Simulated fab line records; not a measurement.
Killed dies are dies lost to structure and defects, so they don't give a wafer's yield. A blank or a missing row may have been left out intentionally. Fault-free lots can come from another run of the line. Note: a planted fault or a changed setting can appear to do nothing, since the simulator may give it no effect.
What tool caused it?	flow gf180mcu	14 lots, 42 wafers sampled, at 3 steps of a route of 602

## WHAT THE GAUGES SHOWED, per wafer
GF_STI_BOW_MEAS_00. Usual: INCOMING_BOW 0 um, standard deviation 6.
lot	measured	on	INCOMING_BOW (um)	flag
L843	day 1 10:01	film_metro-01	-2 9 -2	
L844	day 1 15:09	film_metro-01	-19 2 -7	
L845	day 1 20:00	film_metro-01	-1 -4 -1	
L846	day 2 01:01	film_metro-04	-5 -3 4	
L847	day 2 06:00	film_metro-01	4 10 -11	
L849	day 2 16:00	film_metro-02	-5 -12 -4	
L851	day 3 02:00	film_metro-01	0 3 10	
L852	day 3 07:00	film_metro-04	0 -2 -2	
L855	day 3 22:00	film_metro-01	-9 -2 1	
L856	day 4 03:04	film_metro-02	2 -8 6	
L858	day 4 13:00	film_metro-01	0 -1 -2	
L862	day 5 09:00	film_metro-01	2 -2 3	
L865	day 6 00:01	film_metro-01	-1 -6 10	
L866	day 6 05:02	film_metro-04	0 -6 2	

GF_POLY_GATE_THK_MEAS_17. Usual: POLY_GATE_OXIDATION_THK 3.97 nm, standard deviation 0.072.
lot	measured	on	POLY_GATE_OXIDATION_THK (nm)	flag
L843	day 9 10:49	film_metro-03	3.85 3.99 4.03	
L844	day 10 00:27	film_metro-03	4.04 3.94 4.00	
L845	day 10 03:05	film_metro-01	3.93 3.97 3.94	
L846	day 10 08:29	film_metro-04	3.94 3.96 4.03	
L847	day 10 13:55	film_metro-04	4.01 4.04 4.13	
L849	day 11 09:50	film_metro-04	4.04 3.95 3.93	
L851	day 11 20:56	film_metro-01	3.90 3.96 3.87	
L852	day 12 01:35	film_metro-04	3.97 3.94 3.93	
L858	day 13 16:01	film_metro-03	4.02 3.96 3.98	
L862	day 14 21:24	film_metro-04	3.87 3.93 3.84	
L865	day 15 18:11	film_metro-04	4.02 3.97 4.02	
L866	day 15 23:14	film_metro-03	4.02 4.03 3.94	

## EACH LOT AND THE TOOL THAT RAN IT (in order: tool; ch and the chambers of the sampled wafers; start)
lot	GF_VT_IMPLANT_DEVELOP_39
L843	litho_track-04 ch 0, day 7 17:17
L844	litho_track-02 ch 0, day 8 05:34
L845	litho_track-03 ch 0, day 8 06:58
L846	litho_track-02 ch 0, day 8 14:52
L847	litho_track-03 ch 0, day 8 19:16
L849	litho_track-03 ch 0, day 9 12:28
L851	litho_track-04 ch 0, day 9 20:55
L852	litho_track-04 ch 0, day 10 04:28
L855	litho_track-04, day 10 20:34
L856	litho_track-03, day 11 03:53
L858	litho_track-04 ch 0, day 11 16:28
L862	litho_track-03 ch 0, day 12 19:22
L865	litho_track-03 ch 0, day 13 15:41
L866	litho_track-02 ch 0, day 13 21:29
- GF_VT_IMPLANT_DEVELOP_39: develop time 60 s.

## WHAT THE TOOLS THEMSELVES READ (means of the sampled wafers that have a number; where no wafer has one, the mark that the record gives instead)
GF_VT_IMPLANT_DEVELOP_39. Usual: chill_plate_temp_C at 23.01 C, with a standard deviation of 0.1.
lot	tool	chill_plate_temp_C (C)	flag
L843	litho_track-04	23.23	
L844	litho_track-02	22.93	
L845	litho_track-03	22.95	
L846	litho_track-02	23.19	
L847	litho_track-03	23.05	
L849	litho_track-03	23.09	
L851	litho_track-04	23.00	
L852	litho_track-04	22.97	
L855	litho_track-04	-	OFF
L856	litho_track-03	-	OFF
L858	litho_track-04	23.07	
L862	litho_track-03	22.94	
L865	litho_track-03	22.94	
L866	litho_track-02	23.03	

## THE ANSWER, worked out from the rows above alone
Rule: a lot is off if the mean of its wafers that have a number lies more than 3 standard deviations from the usual mean. A lot without any number at a reading at which 4 lots or more have one is off too. Where the step has rows for the other lots, those lots are counted as sound. The gauges are gone through in route order, then the tools' own readings, and for those a lot's mean is taken as printed above. The first step at which some lot is off is used, and at that step the reading that is off furthest; a lot without a number counts as furthest.
Off: L855, L856, at GF_VT_IMPLANT_DEVELOP_39 (chill_plate_temp_C). Without a number there: L855, L856.
If a tool, at that step or one of the process steps before it, ran each lot that is off and ran no sound lot following the first of them, it fits. None of those tried fits.

## WHAT WAS PUT IN BY THE SIMULATOR
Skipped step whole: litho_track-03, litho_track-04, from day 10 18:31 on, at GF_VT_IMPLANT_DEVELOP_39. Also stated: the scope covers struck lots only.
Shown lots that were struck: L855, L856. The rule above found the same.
